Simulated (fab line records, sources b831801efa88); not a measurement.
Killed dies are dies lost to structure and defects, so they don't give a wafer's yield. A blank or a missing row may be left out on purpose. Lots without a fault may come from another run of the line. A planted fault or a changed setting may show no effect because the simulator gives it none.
Which tool did it? | flow gf180mcu | 13 lots, 39 wafers sampled, at 4 steps of a route of 602

WHAT THE GAUGES READ, wafer by wafer
GF_M3_THK_MEAS_06: measures by xrf. Usual: M3_ALCU_THK 445 nm, standard deviation 5.
lot  | measured     | on            | M3_ALCU_THK (nm) | flag
L806 | day 20 01:42 | film_metro-02 | 443 445 442      |
L809 | day 21 06:58 | film_metro-02 | 443 444 443      |
L811 | day 21 23:49 | film_metro-03 | 439 444 442      |
L812 | day 22 13:11 | film_metro-03 | 438 437 440      |
L813 | day 22 21:22 | film_metro-02 | 447 446 449      |
L820 | day 25 05:59 | film_metro-01 | 461 455 460      |
L821 | day 26 01:05 | film_metro-03 | 454 452 452      |
L823 | day 26 14:14 | film_metro-02 | 449 448 453      |
L824 | day 26 20:28 | film_metro-01 | 446 441 450      |
L825 | day 27 05:35 | film_metro-03 | 450 452 450      |
L827 | day 27 19:16 | film_metro-01 | 444 450 453      |
L828 | day 27 21:42 | film_metro-02 | 442 444 444      |
L829 | day 28 06:47 | film_metro-01 | 443 444 443      |

WHICH TOOL RAN EACH LOT (tool, then ch and the chambers of the sampled wafers, then the start)
lot  | GF_DUAL_GATE_OXIDATION_15     | GF_POLY_GATE_ETCH_12               | GF_M1_SPUTTER_04
L806 | furnace-01 ch 0, day 8 05:55  | rie_diel-04 ch 2,3, day 9 01:21    | pvd_sputter-04, day 15 21:58
L809 | furnace-02 ch 0, day 9 03:26  | rie_diel-03 ch 1,2, day 10 01:39   | pvd_sputter-03, day 17 03:08
L811 | furnace-02 ch 0, day 9 14:31  | rie_diel-03 ch 0,3, day 10 11:09   | pvd_sputter-04, day 17 17:26
L812 | furnace-02 ch 0, day 10 00:14 | rie_diel-01 ch 1,2, day 10 21:00   | pvd_sputter-03, day 18 07:17
L813 | furnace-02 ch 0, day 10 06:50 | rie_diel-03 ch 0,2, day 11 04:21   | pvd_sputter-02, day 18 13:34
L820 | furnace-01 ch 0, day 12 06:08 | rie_diel-01 ch 0,2,3, day 13 03:57 | pvd_sputter-02, day 21 02:27
L821 | furnace-02 ch 0, day 12 20:13 | rie_diel-01 ch 0,1,2, day 13 19:11 | pvd_sputter-03, day 21 23:07
L823 | furnace-01 ch 0, day 13 08:31 | rie_diel-01 ch 1,2,3, day 14 09:08 | pvd_sputter-04, day 22 15:26
L824 | furnace-02 ch 0, day 13 16:05 | rie_diel-03 ch 1,2, day 14 15:12   | pvd_sputter-03, day 22 22:23
L825 | furnace-02 ch 0, day 14 04:10 | rie_diel-03 ch 0,1,3, day 15 03:29 | pvd_sputter-04, day 23 08:30
L827 | furnace-01 ch 0, day 14 14:43 | rie_diel-01 ch 0,3, day 15 16:54   | pvd_sputter-03, day 23 22:57
L828 | furnace-01 ch 0, day 14 19:31 | rie_diel-04 ch 1,3, day 15 21:14   | pvd_sputter-04, day 24 02:13
L829 | furnace-02 ch 0, day 15 05:44 | rie_diel-03 ch 1,2,3, day 16 07:39 | pvd_sputter-03, day 24 12:49
- GF_DUAL_GATE_OXIDATION_15: stabilise 600 s, purge 300 s, target thk 7.098 nm.
- GF_POLY_GATE_ETCH_12: etches BARC in N2/H2.
- GF_M1_SPUTTER_04: material TiN, target thk 50 nm, time 41.7 s.

WHAT THE TOOLS THEMSELVES READ (means of the sampled wafers that have a number; where no wafer has one, the mark that the record gives instead)
GF_DUAL_GATE_OXIDATION_15. Usual: spike_tc_bottom_C 870.7 C, standard deviation 2.9; spike_tc_centre_C 851.2 C, standard deviation 1.2; spike_tc_lower_C 850.4 C, standard deviation 1.1; spike_tc_top_C 861.3 C, standard deviation 2.7; spike_tc_upper_C 851.4 C, standard deviation 1.2; tube_center_temp_C 850 C, standard deviation 0.076; tube_center_temp_C_max 852.2, standard deviation 0.33.
lot  | tool       | spike_tc_bottom_C (C) | spike_tc_centre_C (C) | spike_tc_lower_C (C) | spike_tc_top_C (C) | spike_tc_upper_C (C) | tube_center_temp_C (C) | tube_center_temp_C_max | flag
L806 | furnace-01 | 867.6                 | 850.0                 | 850.2                | 860.1              | 850.6                | 850                    | 852.3                  |
L809 | furnace-02 | 873.3                 | 851.5                 | 850.4                | 863.4              | 852.9                | 850                    | 852.5                  |
L811 | furnace-02 | 881.6                 | 859.8                 | 857.4                | 871.1              | 860.3                | 857                    | 859.6                  | OFF
L812 | furnace-02 | 880.1                 | 858.3                 | 856.3                | 872.2              | 859.2                | 857                    | 859.6                  | OFF
L813 | furnace-02 | 880.2                 | 859.0                 | 856.4                | 870.9              | 859.5                | 857                    | 859.4                  | OFF
L820 | furnace-01 | 868.9                 | 850.9                 | 850.9                | 858.9              | 851.4                | 850                    | 852.1                  |
L821 | furnace-02 | 873.4                 | 852.4                 | 850.9                | 863.9              | 851.4                | 850                    | 851.9                  |
L823 | furnace-01 | 868.7                 | 850.6                 | 850.9                | 859.1              | 851.4                | 850                    | 852.1                  |
L824 | furnace-02 | 873.4                 | 851.4                 | 850.1                | 864.3              | 851.3                | 850                    | 852.4                  |
L825 | furnace-02 | 873.3                 | 851.0                 | 850.1                | 863.6              | 850.7                | 850                    | 852.2                  |
L827 | furnace-01 | 867.6                 | 850.9                 | 850.6                | 857.8              | 851.1                | 850                    | 852.0                  |
L828 | furnace-01 | 867.8                 | 850.9                 | 851.7                | 858.6              | 850.7                | 850                    | 852.4                  |
L829 | furnace-02 | 873.7                 | 852.7                 | 850.7                | 863.1              | 852.2                | 850                    | 851.8                  |

GF_POLY_GATE_ETCH_12. Usual: drypump_motor_current_A 5.7 A, standard deviation 0.32; oes_product_au 0.735 a.u., standard deviation 0.0045; throttle_valve_pct 13.215 %, standard deviation 0.0086.
lot  | tool        | drypump_motor_current_A (A) | oes_product_au (a.u.) | throttle_valve_pct (%) | flag
L806 | rie_diel-04 | 5.6                         | 0.739                 | 13.217                 |
L809 | rie_diel-03 | 5.7                         | 0.737                 | 13.220                 |
L811 | rie_diel-03 | 5.7                         | 0.732                 | 13.214                 |
L812 | rie_diel-01 | 5.6                         | 0.734                 | 13.216                 |
L813 | rie_diel-03 | 6.1                         | 0.736                 | 13.215                 |
L820 | rie_diel-01 | 5.7                         | 0.734                 | 13.209                 |
L821 | rie_diel-01 | 5.7                         | 0.736                 | 13.207                 |
L823 | rie_diel-01 | 5.6                         | 0.734                 | 13.217                 |
L824 | rie_diel-03 | 5.5                         | 0.734                 | 13.216                 |
L825 | rie_diel-03 | 5.6                         | 0.731                 | 13.227                 |
L827 | rie_diel-01 | 5.6                         | 0.737                 | 13.214                 |
L828 | rie_diel-04 | 5.6                         | 0.734                 | 13.209                 |
L829 | rie_diel-03 | 5.5                         | 0.736                 | 13.216                 |

GF_M1_SPUTTER_04. Usual: throttle_valve_pct 29.7 %, standard deviation 1.1.
lot  | tool           | throttle_valve_pct (%) | flag
L806 | pvd_sputter-04 | 28.8                   |
L809 | pvd_sputter-03 | 30.8                   |
L811 | pvd_sputter-04 | 30.0                   |
L812 | pvd_sputter-03 | 29.0                   |
L813 | pvd_sputter-02 | 29.5                   |
L820 | pvd_sputter-02 | 29.5                   |
L821 | pvd_sputter-03 | 29.7                   |
L823 | pvd_sputter-04 | 29.2                   |
L824 | pvd_sputter-03 | 31.6                   |
L825 | pvd_sputter-04 | 29.6                   |
L827 | pvd_sputter-03 | 31.0                   |
L828 | pvd_sputter-04 | 30.2                   |
L829 | pvd_sputter-03 | 31.7                   |

THE ANSWER, worked out from the rows above alone
Rule: a lot is off if the mean of its wafers that have a number lies more than 3 standard deviations from the usual mean. A lot without any number at a reading at which 4 lots or more have one is off too. The other lots that the step has rows for count as sound. The gauges are gone through in route order, then the tools' own readings, and for those a lot's mean is taken as printed above. The first step at which some lot is off is used, and at that step the reading that is off furthest; a lot without a number counts as furthest.
Off: L811, L812, L813, at GF_DUAL_GATE_OXIDATION_15 (tube_center_temp_C).
A tool fits if, at that step or a process step before it, it ran every lot that is off, and no sound lot after the first of them. None of those tried fits.

WHAT THE SIMULATOR HAD PUT IN
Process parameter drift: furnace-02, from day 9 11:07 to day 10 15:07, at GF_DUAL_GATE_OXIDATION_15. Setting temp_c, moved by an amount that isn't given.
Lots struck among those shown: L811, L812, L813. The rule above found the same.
